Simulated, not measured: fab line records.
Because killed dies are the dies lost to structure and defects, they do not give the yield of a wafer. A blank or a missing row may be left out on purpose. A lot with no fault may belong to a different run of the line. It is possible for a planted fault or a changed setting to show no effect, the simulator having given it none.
Which tool was responsible? / flow gf180mcu / 18 wafers from 6 lots sampled at 2 of the route's 602 steps

WHAT THE GAUGES SHOWED, per wafer
GF_LVPWELL_OVL_MEAS_07.
lot=L183; measured=day 4 14:44; on=overlay-01; LVPWELL_OVL (nm)=-0.4 -2.3 1.0
lot=L185; measured=day 4 20:25; on=overlay-01; LVPWELL_OVL (nm)=-0.2 1.4 -2.0
lot=L193; measured=day 6 16:26; on=overlay-02; LVPWELL_OVL (nm)=1.2 4.2 4.4
lot=L198; measured=day 7 20:30; on=overlay-02; LVPWELL_OVL (nm)=2.1 -2.0 0.8
lot=L200; measured=day 8 07:51; on=overlay-01; LVPWELL_OVL (nm)=-1.0 -1.6 -1.6
lot=L203; measured=day 9 00:57; on=overlay-02; LVPWELL_OVL (nm)=0.0 0.8 -0.3

TOOL THAT RAN EACH LOT (tool first, then ch and the chambers of the sampled wafers, then the start)
lot=L183; GF_DNWELL_STRIP_08=plasmaAsher-02 ch 0,1, day 3 12:01
lot=L185; GF_DNWELL_STRIP_08=plasmaAsher-04 ch 0,1, day 3 17:52
lot=L193; GF_DNWELL_STRIP_08=plasmaAsher-02 ch 0,1, day 5 10:34
lot=L198; GF_DNWELL_STRIP_08=plasmaAsher-02 ch 0,1, day 6 12:51
lot=L200; GF_DNWELL_STRIP_08=plasmaAsher-02 ch 0,1, day 6 23:34
lot=L203; GF_DNWELL_STRIP_08=plasmaAsher-02 ch 0,1, day 7 16:18
- GF_DNWELL_STRIP_08: strips in O2/N2.

THE ANSWER, worked out from the rows above alone
Rule: the usual values come from the lots themselves. Put in order of their means at a reading, lots are off if they are a third of the lots or fewer, leave a main group of 4 or more, and stand apart from it by a gap of 3 or more times the standard deviation of the main group's means; of several such gaps the widest counts. The tables above print the reading to a certain number of digits; a main group whose means all agree to those digits is not used. A lot without any number at a reading at which 4 lots or more have one is off too. Where the step has rows for the other lots, those lots are counted as sound.
Off: L193, at GF_LVPWELL_OVL_MEAS_07 (LVPWELL_OVL). The main group has a mean of -0.4 nm with a standard deviation of 0.61.
A tool fits if, at a process step before that reading, it ran every lot that is off, and no sound lot after the first of them. Those tools and the gauges at GF_LVPWELL_OVL_MEAS_07 are tried in the same way. No candidate that was tried fits.

WHAT WAS PUT IN BY THE SIMULATOR
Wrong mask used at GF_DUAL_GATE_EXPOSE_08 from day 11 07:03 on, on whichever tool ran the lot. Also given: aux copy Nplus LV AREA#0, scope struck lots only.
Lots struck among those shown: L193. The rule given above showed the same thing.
